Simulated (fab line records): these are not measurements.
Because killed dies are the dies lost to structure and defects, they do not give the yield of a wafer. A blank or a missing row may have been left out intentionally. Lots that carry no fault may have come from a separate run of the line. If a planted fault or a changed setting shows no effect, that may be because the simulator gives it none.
A lot that was struck, set against a sound lot	flow gf180mcu	22 steps out of a route of 602
Sound: the wafers L585.1, L585.2, L585.4. Struck: wafer L593.4 (L593.1, L593.2, from the same lot, were not struck and are left out); the cause is given at the end.
Each step with rows lists, per side, the tool, then ch with its chambers, then its first start. Under that, the readings that differ: sound wafers	struck wafers	difference of the means	sigmas: that difference in standard deviations of wafers without a fault.
alike: readings whose means differ by less than 2 such deviations, and words and numbers that are the same on both sides. not compared: withheld readings, readings that some wafer has no value for, bounds like >300 that may hide the same value, and numbers for which the record gives no deviation and whose values overlap.
Wherever a step has rows on one side only, a row that says differs or no value, or a row with sigmas, the two part there. Numbers that have no deviation but don't overlap get no sigmas and don't part them. Lack of a reading on every wafer of one side parts them only where that side has two or more wafers.

GF_VT_IMPLANT_RTA_45: time 30 s.
  sound on rtpAnneal-01 ch 0, day 7 22:10; struck on rtpAnneal-01 ch 0, day 10 02:55
  alike: annealTempCMax, chamberO2Ppm, lampPowerPct, wafer_temp_C_max
GF_VT_IMPLANT_RS_MEAS_46: the measuring method here is four-point-probe.
  sound: filmMetro-01 at day 7 22:16; struck: filmMetro-02 at day 10 03:01
  alike: MVSD_RS
GF_VT_IMPLANT_RS_MEAS_47: the measuring method here is four-point-probe.
  sound: filmMetro-01 at day 7 22:23; struck: filmMetro-02 at day 10 03:08
  alike: NWELL_RS
GF_VT_IMPLANT_RS_MEAS_48: the measuring method here is four-point-probe.
  sound: filmMetro-01 at day 7 22:30; struck: filmMetro-02 at day 10 03:16
  alike: LVPWELL_RS
GF_VT_IMPLANT_RS_MEAS_49: the measuring method here is four-point-probe.
  sound: filmMetro-01 at day 7 22:37; struck: filmMetro-02 at day 10 03:23
  alike: MVPSD_RS
then, 4 steps without rows for these wafers: GF_VT_IMPLANT_WET_ETCH_50 (etches SiO2 in dHF, target depth 20 nm, time 400 s); GF_DUAL_GATE_CLEAN_00 (cleans in SC1/SC2, time 150 s); GF_DUAL_GATE_CLEAN_01 (cleans in dHF, time 20 s); GF_DUAL_GATE_OXIDATION_02 (stabilise 600 s, purge 300 s, target thk 10.887 nm).
GF_DUAL_GATE_THK_MEAS_03:
  sound: filmMetro-03 at day 8 00:23; struck: filmMetro-01 at day 10 05:08
  alike: DUAL_GATE_OXIDATION_00_THK
then, 2 steps without rows for these wafers: GF_DUAL_GATE_DEHYDRATE_04 (time 60 s); GF_DUAL_GATE_HMDS_05 (prime time 60 s).
GF_DUAL_GATE_COAT_06: resist thk 1000 nm.
  sound on lithoTrack-03 ch 0, day 8 07:43; struck on lithoTrack-03 ch 0, day 10 13:22
reading	sound	struck	difference	sigmas
model.NOVOLAK_of_DUAL_GATE_COAT_06.thkNm (nm)	1003 999.5 1005	1090	+88	
then, 3 steps without rows for these wafers: GF_DUAL_GATE_SOFTBAKE_07 (time 60 s); GF_DUAL_GATE_EXPOSE_08 (exposes mask Dualgate, target cd 700 nm); GF_DUAL_GATE_PEB_09.
GF_DUAL_GATE_DEVELOP_10: develop time 60 s.
  sound on lithoTrack-04 ch 0, day 8 15:31; struck on lithoTrack-01 ch 0, day 10 23:10
reading	sound	struck	difference	sigmas
model.NOVOLAK_of_DUAL_GATE_COAT_06.thkNm (nm)	1003 999 1004	1089	+87	
GF_DUAL_GATE_OVL_MEAS_11:
  sound: overlay-02 at day 8 15:40; struck: overlay-01 at day 10 23:19
reading	sound	struck	difference	sigmas
DUAL_GATE_OVL (nm)	-0.6 -0.7 -0.9	2.0	+2.7	+2
then, 1 step without rows for these wafers: GF_DUAL_GATE_WET_ETCH_12 (etches SiO2 in dHF, target depth 13 nm, time 260 s).
GF_DUAL_GATE_STRIP_13: strips in O2/N2.
  sound on plasmaAsher-04 ch 0,1, day 8 15:47; struck on plasmaAsher-02 ch 1, day 10 23:26
reading	sound	struck	difference	sigmas
stripTimeToEndpointS (s)	12.66 12.62 12.70	13.59	+0.93	+27
  alike: drypumpMotorCurrentA, heaterPowerW, oesProductAu
  not compared: rfHoursCounterH
then, 1 step without rows for these wafers: GF_DUAL_GATE_CLEAN_14 (cleans in SC1/SC2, time 150 s).
-- the record jumps here: 21 days lie between the struck wafers' starts before and after (it left off in module DUAL_GATE and takes up again in module PASSIVATION, whose first step shown is number 602 of the route) --
GF_PASSIVATION_PROBE_99:
  rows exist in the record for the struck wafers here (prober-01, day 31 19:06), but not for the sound ones

## WHERE THEY PART
At GF_DUAL_GATE_OVL_MEAS_11 first; at GF_PASSIVATION_PROBE_99 last (within this record only).

WHY: whatever the simulator had introduced
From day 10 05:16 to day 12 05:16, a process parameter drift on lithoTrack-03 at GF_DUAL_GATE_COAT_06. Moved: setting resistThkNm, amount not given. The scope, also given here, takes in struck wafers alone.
